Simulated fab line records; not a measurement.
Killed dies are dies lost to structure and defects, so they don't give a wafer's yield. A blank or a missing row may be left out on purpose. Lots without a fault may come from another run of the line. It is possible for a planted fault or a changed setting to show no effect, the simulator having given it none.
What tool caused it? || flow gf180mcu || 7 lots, 20 wafers sampled, at 3 steps of a route of 602

WHAT THE GAUGES READ, wafer by wafer
GF_M3_OVL_MEAS_15.
{"lot": "L849", "measured": "day 22 10:19", "on": "overlay-01", "M3_OVL (nm)": "8 9 -1"}
{"lot": "L852", "measured": "day 23 05:03", "on": "overlay-02", "M3_OVL (nm)": "-2 9 16"}
{"lot": "L854", "measured": "day 23 16:19", "on": "overlay-02", "M3_OVL (nm)": "3 1 -5"}
{"lot": "L856", "measured": "day 24 07:16", "on": "overlay-02", "M3_OVL (nm)": "1 9 3"}
{"lot": "L859", "measured": "day 25 11:01", "on": "overlay-01", "M3_OVL (nm)": "1 -3 5"}
{"lot": "L862", "measured": "day 26 04:57", "on": "overlay-01", "M3_OVL (nm)": "1 0 -5"}
{"lot": "L864", "measured": "day 26 20:31", "on": "overlay-02", "M3_OVL (nm)": "0 -8"}

EACH LOT AND THE TOOL THAT RAN IT (in order: tool; ch and the chambers of the sampled wafers; start)
{"lot": "L849", "GF_STI_CMP_25": "cmp-02 ch 0,2,3, day 2 18:23", "GF_LVPWELL_DEHYDRATE_00": "litho-track-02 ch 0, day 4 07:58"}
{"lot": "L852", "GF_STI_CMP_25": "cmp-02 ch 1,2,3, day 3 03:09", "GF_LVPWELL_DEHYDRATE_00": "litho-track-02 ch 0, day 4 16:11"}
{"lot": "L854", "GF_STI_CMP_25": "cmp-01 ch 1,2, day 3 13:57", "GF_LVPWELL_DEHYDRATE_00": "litho-track-02 ch 0, day 5 01:50"}
{"lot": "L856", "GF_STI_CMP_25": "cmp-02 ch 1,3, day 3 22:13", "GF_LVPWELL_DEHYDRATE_00": "litho-track-02 ch 0, day 5 10:28"}
{"lot": "L859", "GF_STI_CMP_25": "cmp-02 ch 1,2,3, day 4 11:40", "GF_LVPWELL_DEHYDRATE_00": "litho-track-02 ch 0, day 6 03:20"}
{"lot": "L862", "GF_STI_CMP_25": "cmp-02 ch 1,2, day 5 04:10", "GF_LVPWELL_DEHYDRATE_00": "litho-track-02 ch 0, day 6 19:20"}
{"lot": "L864", "GF_STI_CMP_25": "cmp-01 ch 0,2, day 5 13:35", "GF_LVPWELL_DEHYDRATE_00": "litho-track-01 ch 0, day 7 06:09"}
- GF_STI_CMP_25: polishes, stops on Si3N4, t overpolish 33 s, target thk 524.6 nm.
- GF_LVPWELL_DEHYDRATE_00: time 60 s.

THE ANSWER, worked out from the rows above alone
Rule: the usual values come from the lots themselves. The widest of any qualifying gaps counts: lots, ordered by their means at a reading, are off when they make up no more than a third of the lots, leave a main group of 4 or more, and stand apart from it by 3 or more times the standard deviation of that group's means. The tables above print the reading to a certain number of digits; a main group whose means all agree to those digits is not used. Also off: a lot with no number at a reading for which 4 or more lots have one. Where the step has rows for the other lots, those lots are counted as sound.
No lot is off on any of the readings shown, so nothing can be concluded from this.

WHAT THE SIMULATOR PUT IN
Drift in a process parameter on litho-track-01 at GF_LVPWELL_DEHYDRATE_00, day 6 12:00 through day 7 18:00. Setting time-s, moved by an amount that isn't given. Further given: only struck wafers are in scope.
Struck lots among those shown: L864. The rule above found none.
